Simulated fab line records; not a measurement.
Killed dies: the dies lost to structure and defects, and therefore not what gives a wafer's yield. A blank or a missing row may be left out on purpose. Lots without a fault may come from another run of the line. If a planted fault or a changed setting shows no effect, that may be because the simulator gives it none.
What tool caused it? :: flow gf180mcu :: 36 wafers from 12 lots sampled at 4 of the route's 602 steps

== WHAT THE GAUGES READ, wafer by wafer ==
GF_V1_THK_MEAS_01. Usual: V1_CVD_00_THK gives 598 nm (standard deviation 7.4).
lot: L407
measured: day 18 17:04
on: film_metro-01
V1_CVD_00_THK (nm): 591 588 589
flag: 

lot: L408
measured: day 18 22:08
on: film_metro-01
V1_CVD_00_THK (nm): 594 595 599
flag: 

lot: L413
measured: day 21 06:36
on: film_metro-01
V1_CVD_00_THK (nm): 612 611 603
flag: 

lot: L414
measured: day 21 09:28
on: film_metro-03
V1_CVD_00_THK (nm): 598 599 605
flag: 

lot: L415
measured: day 21 17:28
on: film_metro-03
V1_CVD_00_THK (nm): 588 595 595
flag: 

lot: L418
measured: day 22 21:08
on: film_metro-02
V1_CVD_00_THK (nm): 608 608 604
flag: 

lot: L420
measured: day 23 10:28
on: film_metro-02
V1_CVD_00_THK (nm): 603 589 595
flag: 

lot: L421
measured: day 23 23:40
on: film_metro-02
V1_CVD_00_THK (nm): 600 601 589
flag: 

lot: L423
measured: day 24 09:08
on: film_metro-02
V1_CVD_00_THK (nm): 596 598 598
flag: 

lot: L424
measured: day 24 12:41
on: film_metro-01
V1_CVD_00_THK (nm): 591 592 595
flag: 

lot: L425
measured: day 25 02:47
on: film_metro-02
V1_CVD_00_THK (nm): 604 598 604
flag: 

lot: L426
measured: day 25 03:45
on: film_metro-03
V1_CVD_00_THK (nm): 601 600 596
flag: 

== WHICH TOOL RAN EACH LOT (tool, then ch and the chambers of the sampled wafers, then the start) ==
lot: L407
GF_CONTACT_CMP_27: cmp-02 ch 2,3, day 17 15:57
GF_M1_SPUTTER_03: pvd_sputter-01, day 17 16:25
GF_M1_SPUTTER_04: pvd_sputter-01, day 17 16:26

lot: L408
GF_CONTACT_CMP_27: cmp-01 ch 0,1, day 17 21:14
GF_M1_SPUTTER_03: pvd_sputter-01, day 17 21:38
GF_M1_SPUTTER_04: pvd_sputter-01, day 17 21:40

lot: L413
GF_CONTACT_CMP_27: cmp-01 ch 0,1,2, day 20 04:58
GF_M1_SPUTTER_03: pvd_sputter-04, day 20 05:26
GF_M1_SPUTTER_04: pvd_sputter-04, day 20 05:27

lot: L414
GF_CONTACT_CMP_27: cmp-01 ch 1,2,3, day 20 08:16
GF_M1_SPUTTER_03: pvd_sputter-04, day 20 08:40
GF_M1_SPUTTER_04: pvd_sputter-04, day 20 08:41

lot: L415
GF_CONTACT_CMP_27: cmp-02 ch 0,1,2, day 20 16:39
GF_M1_SPUTTER_03: pvd_sputter-03, day 20 17:01
GF_M1_SPUTTER_04: pvd_sputter-03, day 20 17:02

lot: L418
GF_CONTACT_CMP_27: cmp-01 ch 0,1,3, day 21 20:55
GF_M1_SPUTTER_03: pvd_sputter-03, day 21 21:16
GF_M1_SPUTTER_04: pvd_sputter-03, day 21 21:17

lot: L420
GF_CONTACT_CMP_27: cmp-02 ch 0,1,3, day 22 10:08
GF_M1_SPUTTER_03: pvd_sputter-01, day 22 10:35
GF_M1_SPUTTER_04: pvd_sputter-01, day 22 10:37

lot: L421
GF_CONTACT_CMP_27: cmp-01 ch 1,2,3, day 22 23:59
GF_M1_SPUTTER_03: pvd_sputter-04, day 23 00:27
GF_M1_SPUTTER_04: pvd_sputter-04, day 23 00:28

lot: L423
GF_CONTACT_CMP_27: cmp-01 ch 2,3, day 23 09:05
GF_M1_SPUTTER_03: pvd_sputter-04, day 23 09:33
GF_M1_SPUTTER_04: pvd_sputter-04, day 23 09:34

lot: L424
GF_CONTACT_CMP_27: cmp-02 ch 0,2,3, day 23 13:21
GF_M1_SPUTTER_03: pvd_sputter-04, day 23 13:49
GF_M1_SPUTTER_04: pvd_sputter-04, day 23 13:50

lot: L425
GF_CONTACT_CMP_27: cmp-02 ch 0,1,3, day 24 02:50
GF_M1_SPUTTER_03: pvd_sputter-03, day 24 03:17
GF_M1_SPUTTER_04: pvd_sputter-03, day 24 03:19

lot: L426
GF_CONTACT_CMP_27: cmp-01 ch 0,1,2, day 24 04:44
GF_M1_SPUTTER_03: pvd_sputter-01, day 24 05:11
GF_M1_SPUTTER_04: pvd_sputter-01, day 24 05:13
- GF_CONTACT_CMP_27: polishes, stops on SiO2, t overpolish 15 s, target thk 0 nm.
- GF_M1_SPUTTER_03: material Ti, target thk 10 nm, time 6.7 s.
- GF_M1_SPUTTER_04: material TiN, target thk 50 nm, time 41.7 s.

== WHAT THE TOOLS THEMSELVES READ (means of the sampled wafers that have a number; where no wafer has one, the mark that the record gives instead) ==
GF_CONTACT_CMP_27. Usual: head_pressure_psi 3.500 psi, standard deviation 0.0083; motor_current_A 11.6 A, standard deviation 0.95; overpolish_run_s 15.000 s, standard deviation 0.0091; platen_rpm 60.00 rpm, standard deviation 0.034; time_to_endpoint_s 74 s, standard deviation 3.1.
lot: L407
tool: cmp-02
head_pressure_psi (psi): 3.500
motor_current_A (A): 12.4
overpolish_run_s (s): 14.995
platen_rpm (rpm): 60.00
time_to_endpoint_s (s): 75
flag: 

lot: L408
tool: cmp-01
head_pressure_psi (psi): 3.500
motor_current_A (A): 11.7
overpolish_run_s (s): 14.994
platen_rpm (rpm): 59.99
time_to_endpoint_s (s): 76
flag: 

lot: L413
tool: cmp-01
head_pressure_psi (psi): 3.500
motor_current_A (A): 11.8
overpolish_run_s (s): 14.994
platen_rpm (rpm): 60.02
time_to_endpoint_s (s): 70
flag: 

lot: L414
tool: cmp-01
head_pressure_psi (psi): 3.491
motor_current_A (A): 11.3
overpolish_run_s (s): 15.010
platen_rpm (rpm): 59.97
time_to_endpoint_s (s): 73
flag: 

lot: L415
tool: cmp-02
head_pressure_psi (psi): 3.500
motor_current_A (A): 12.6
overpolish_run_s (s): 14.988
platen_rpm (rpm): 59.98
time_to_endpoint_s (s): 73
flag: 

lot: L418
tool: cmp-01
head_pressure_psi (psi): 3.498
motor_current_A (A): 11.6
overpolish_run_s (s): 15.003
platen_rpm (rpm): 60.05
time_to_endpoint_s (s): 72
flag: 

lot: L420
tool: cmp-02
head_pressure_psi (psi): 3.507
motor_current_A (A): 11.7
overpolish_run_s (s): 14.998
platen_rpm (rpm): 60.00
time_to_endpoint_s (s): 69
flag: 

lot: L421
tool: cmp-01
head_pressure_psi (psi): 3.494
motor_current_A (A): 11.1
overpolish_run_s (s): 14.995
platen_rpm (rpm): 60.04
time_to_endpoint_s (s): 79
flag: 

lot: L423
tool: cmp-01
head_pressure_psi (psi): 3.500
motor_current_A (A): 10.9
overpolish_run_s (s): 15.007
platen_rpm (rpm): 60.04
time_to_endpoint_s (s): 74
flag: 

lot: L424
tool: cmp-02
head_pressure_psi (psi): 3.509
motor_current_A (A): 11.5
overpolish_run_s (s): 14.997
platen_rpm (rpm): 60.03
time_to_endpoint_s (s): 73
flag: 

lot: L425
tool: cmp-02
head_pressure_psi (psi): 3.498
motor_current_A (A): 11.8
overpolish_run_s (s): 15.005
platen_rpm (rpm): 59.99
time_to_endpoint_s (s): 73
flag: 

lot: L426
tool: cmp-01
head_pressure_psi (psi): 3.500
motor_current_A (A): 11.4
overpolish_run_s (s): 15.005
platen_rpm (rpm): 59.97
time_to_endpoint_s (s): 72
flag: 

GF_M1_SPUTTER_03. Usual: cathode_dc_power_W 3000.0 W, standard deviation 0.54; chamber_pressure_pa 0.3000 Pa, standard deviation 0.00057; throttle_valve_pct 30.2 %, standard deviation 1.
lot: L407
tool: pvd_sputter-01
cathode_dc_power_W (W): 3000.3
chamber_pressure_pa (Pa): 0.2999
throttle_valve_pct (%): 31.1
flag: 

lot: L408
tool: pvd_sputter-01
cathode_dc_power_W (W): 3000.3
chamber_pressure_pa (Pa): 0.3002
throttle_valve_pct (%): 29.6
flag: 

lot: L413
tool: pvd_sputter-04
cathode_dc_power_W (W): 2999.7
chamber_pressure_pa (Pa): 0.3000
throttle_valve_pct (%): 30.6
flag: 

lot: L414
tool: pvd_sputter-04
cathode_dc_power_W (W): 2999.9
chamber_pressure_pa (Pa): 0.3002
throttle_valve_pct (%): 30.7
flag: 

lot: L415
tool: pvd_sputter-03
cathode_dc_power_W (W): 3000.1
chamber_pressure_pa (Pa): 0.3002
throttle_valve_pct (%): 29.8
flag: 

lot: L418
tool: pvd_sputter-03
cathode_dc_power_W (W): 3000.0
chamber_pressure_pa (Pa): 0.2993
throttle_valve_pct (%): 28.5
flag: 

lot: L420
tool: pvd_sputter-01
cathode_dc_power_W (W): 2999.9
chamber_pressure_pa (Pa): 0.3003
throttle_valve_pct (%): 29.5
flag: 

lot: L421
tool: pvd_sputter-04
cathode_dc_power_W (W): 3000.1
chamber_pressure_pa (Pa): 0.2996
throttle_valve_pct (%): 30.1
flag: 

lot: L423
tool: pvd_sputter-04
cathode_dc_power_W (W): 3000.4
chamber_pressure_pa (Pa): 0.3001
throttle_valve_pct (%): 30.7
flag: 

lot: L424
tool: pvd_sputter-04
cathode_dc_power_W (W): 3000.2
chamber_pressure_pa (Pa): 0.2998
throttle_valve_pct (%): 30.3
flag: 

lot: L425
tool: pvd_sputter-03
cathode_dc_power_W (W): 2999.8
chamber_pressure_pa (Pa): 0.3000
throttle_valve_pct (%): 29.1
flag: 

lot: L426
tool: pvd_sputter-01
cathode_dc_power_W (W): 2999.5
chamber_pressure_pa (Pa): 0.3003
throttle_valve_pct (%): 29.7
flag: 

GF_M1_SPUTTER_04. Usual: cathode_dc_power_W 6500.0 W, standard deviation 1.3; chamber_pressure_pa 0.4000 Pa, standard deviation 0.00082; throttle_valve_pct 30.2 %, standard deviation 1.1.
lot: L407
tool: pvd_sputter-01
cathode_dc_power_W (W): 6499.7
chamber_pressure_pa (Pa): 0.3992
throttle_valve_pct (%): 31.0
flag: 

lot: L408
tool: pvd_sputter-01
cathode_dc_power_W (W): 6500.9
chamber_pressure_pa (Pa): 0.3999
throttle_valve_pct (%): 29.4
flag: 

lot: L413
tool: pvd_sputter-04
cathode_dc_power_W (W): 6499.5
chamber_pressure_pa (Pa): 0.3336
throttle_valve_pct (%): 33.6
flag: OFF

lot: L414
tool: pvd_sputter-04
cathode_dc_power_W (W): 6498.2
chamber_pressure_pa (Pa): 0.3347
throttle_valve_pct (%): 33.7
flag: OFF

lot: L415
tool: pvd_sputter-03
cathode_dc_power_W (W): 6500.3
chamber_pressure_pa (Pa): 0.3997
throttle_valve_pct (%): 29.7
flag: 

lot: L418
tool: pvd_sputter-03
cathode_dc_power_W (W): 6499.5
chamber_pressure_pa (Pa): 0.3999
throttle_valve_pct (%): 28.4
flag: 

lot: L420
tool: pvd_sputter-01
cathode_dc_power_W (W): 6500.3
chamber_pressure_pa (Pa): 0.3995
throttle_valve_pct (%): 29.6
flag: 

lot: L421
tool: pvd_sputter-04
cathode_dc_power_W (W): 6500.3
chamber_pressure_pa (Pa): 0.4003
throttle_valve_pct (%): 30.1
flag: 

lot: L423
tool: pvd_sputter-04
cathode_dc_power_W (W): 6499.7
chamber_pressure_pa (Pa): 0.4004
throttle_valve_pct (%): 30.6
flag: 

lot: L424
tool: pvd_sputter-04
cathode_dc_power_W (W): 6500.2
chamber_pressure_pa (Pa): 0.3999
throttle_valve_pct (%): 30.2
flag: 

lot: L425
tool: pvd_sputter-03
cathode_dc_power_W (W): 6500.3
chamber_pressure_pa (Pa): 0.3995
throttle_valve_pct (%): 29.3
flag: 

lot: L426
tool: pvd_sputter-01
cathode_dc_power_W (W): 6499.2
chamber_pressure_pa (Pa): 0.4001
throttle_valve_pct (%): 29.6
flag: 

== THE ANSWER, worked out from the rows above alone ==
Rule: a lot is off if the mean of its wafers that have a number lies more than 3 standard deviations from the usual mean. Also off: a lot with no number at a reading for which 4 or more lots have one. Any other lot the step has rows for is counted as sound. First the gauges in route order, then the tools' own readings, where a lot's mean is used as printed above. The first step at which some lot is off is used, and at that step the reading that is off furthest; a lot without a number counts as furthest.
Off: L413, L414 (GF_M1_SPUTTER_04, chamber_pressure_pa).
A tool fits if, at that step or a process step before it, it ran every lot that is off, and no sound lot after the first of them. No candidate that was tried fits.

== WHAT WAS PUT IN BY THE SIMULATOR ==
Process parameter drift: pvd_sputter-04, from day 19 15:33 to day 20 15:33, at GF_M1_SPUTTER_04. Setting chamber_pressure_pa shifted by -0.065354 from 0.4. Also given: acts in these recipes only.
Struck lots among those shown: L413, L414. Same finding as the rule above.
